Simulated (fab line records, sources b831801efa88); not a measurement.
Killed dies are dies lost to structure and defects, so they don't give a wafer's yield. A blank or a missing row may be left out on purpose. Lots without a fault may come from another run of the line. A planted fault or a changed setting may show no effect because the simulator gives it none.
Chamber matching | flow gf180mcu | GF_STI_CMP_25 on cmp-02: 4 sister chambers
The step polishes, stops on Si3N4, t overpolish 33 s, target thk 524.6 nm. 14 wafers are shown with their chamber, then 7 later ones without.

WAFERS WITH THEIR CHAMBER
wafer  | chamber | motor_current_A (A) | time_to_endpoint_s (s) | overpolish_run_s (s)
L145.4 | 1       | 11.7                | 125                    | 33.004
L145.5 | 3       | 11.5                | 126                    | 33.010
L145.6 | 2       | 11.9                | 128                    | 33.018
L147.2 | 3       | 10.6                | 125                    | 33.005
L147.4 | 1       | 12.0                | 131                    | 32.990
L147.5 | 2       | 12.1                | 131                    | 33.025
L150.3 | 0       | 11.3                | 128                    | 33.000
L150.5 | 1       | 11.8                | 122                    | 32.992
L150.6 | 2       | 12.2                | 120                    | 32.992
L159.1 | 0       | 11.0                | 133                    | 32.996
L159.2 | 2       | 11.5                | 125                    | 33.006
L159.3 | 1       | 11.7                | 126                    | 32.991
L165.2 | 3       | 11.6                | 123                    | 32.987
L165.4 | 1       | 11.6                | 122                    | 33.004

SIGNATURES (means of the wafers above)
reading            | chamber 0 | chamber 1 | chamber 2 | chamber 3 | scatter within a chamber
motor_current_A    | 11.150    | 11.760    | 11.925    | 11.233    | 0.321
time_to_endpoint_s | 130.50    | 125.20    | 126.00    | 124.67    | 3.71
overpolish_run_s   | 32.99800  | 32.99620  | 33.01025  | 33.00067  | 0.0106
Rule: a wafer's distance from a chamber is the root of the sum, over the readings, of the square of ((its reading less the chamber's mean) divided by the reading's scatter). The wafer belongs to the nearest chamber; if the next one is less than 2 further off, it can't be placed. The scatter: the root of (the sum of the squares of (reading less its chamber's mean) over the shown wafers, divided by (wafers less chambers)).

WAFERS WITHOUT THEIR CHAMBER
wafer  | motor_current_A (A) | time_to_endpoint_s (s) | overpolish_run_s (s)
L165.5 | 11.8                | 119                    | 33.000
L166.2 | 12.0                | 119                    | 32.997
L166.4 | 11.4                | 122                    | 32.991
L166.5 | 11.6                | 129                    | 33.001
L168.1 | 11.6                | 121                    | 33.008
L168.3 | 11.1                | 121                    | 33.002
L168.4 | 12.4                | 117                    | 33.002

WHICH CHAMBER EACH WENT THROUGH
wafer  | from the rows above               | in truth
L165.5 | can't be placed: 1 or 2 or 3 or 0 | 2
L166.2 | can't be placed: 1 or 2 or 3      | 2
L166.4 | can't be placed: 3 or 1 or 0 or 2 | 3
L166.5 | can't be placed: 1 or 0 or 2 or 3 | 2
L168.1 | can't be placed: 3 or 1 or 2 or 0 | 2
L168.3 | can't be placed: 3 or 1 or 0 or 2 | 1
L168.4 | can't be placed: 2 or 1 or 3      | 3
Placed correctly: 0 of 7. Can't be placed from these rows: 7 (the true chamber is among the candidates in 7). Placed wrongly: 0.
